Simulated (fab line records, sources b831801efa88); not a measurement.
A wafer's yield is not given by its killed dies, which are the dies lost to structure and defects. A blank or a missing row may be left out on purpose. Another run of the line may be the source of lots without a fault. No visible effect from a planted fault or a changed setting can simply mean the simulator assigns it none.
The tool behind it: which one? + flow gf180mcu + route of 602 steps, sampled at 1 step: 7 lots, 21 wafers

== WHAT THE GAUGES SHOWED, per wafer ==
GF_V3_BOW_MEAS_05.
| lot  | measured     | on            | V3_BOW (um) |
|------|--------------|---------------|-------------|
| L757 | day 21 17:23 | film-metro-03 | 117 120 116 |
| L759 | day 22 13:20 | film-metro-03 | 116 119 108 |
| L761 | day 23 08:32 | film-metro-03 | 118 102 112 |
| L764 | day 24 08:36 | film-metro-03 | 117 126 131 |
| L769 | day 26 02:02 | film-metro-02 | 126 113 130 |
| L775 | day 27 18:04 | film-metro-03 | 105 116 104 |
| L779 | day 29 02:45 | film-metro-03 | 132 115 113 |

== TOOL THAT RAN EACH LOT (tool first, then ch and the chambers of the sampled wafers, then the start) ==
The record shows no process step preceding these readings.

== THE ANSWER, worked out from the rows above alone ==
Rule: the usual values come from the lots themselves. The widest of any qualifying gaps counts: lots, ordered by their means at a reading, are off when they make up no more than a third of the lots, leave a main group of 4 or more, and stand apart from it by 3 or more times the standard deviation of that group's means. A main group is skipped when, at the precision printed for the reading in the tables above, its means are all equal. A lot without any number at a reading at which 4 lots or more have one is off too. Any other lot the step has rows for is counted as sound.
No lot is off at any reading shown: from this, nothing can be told.

== WHAT THE SIMULATOR PUT IN ==
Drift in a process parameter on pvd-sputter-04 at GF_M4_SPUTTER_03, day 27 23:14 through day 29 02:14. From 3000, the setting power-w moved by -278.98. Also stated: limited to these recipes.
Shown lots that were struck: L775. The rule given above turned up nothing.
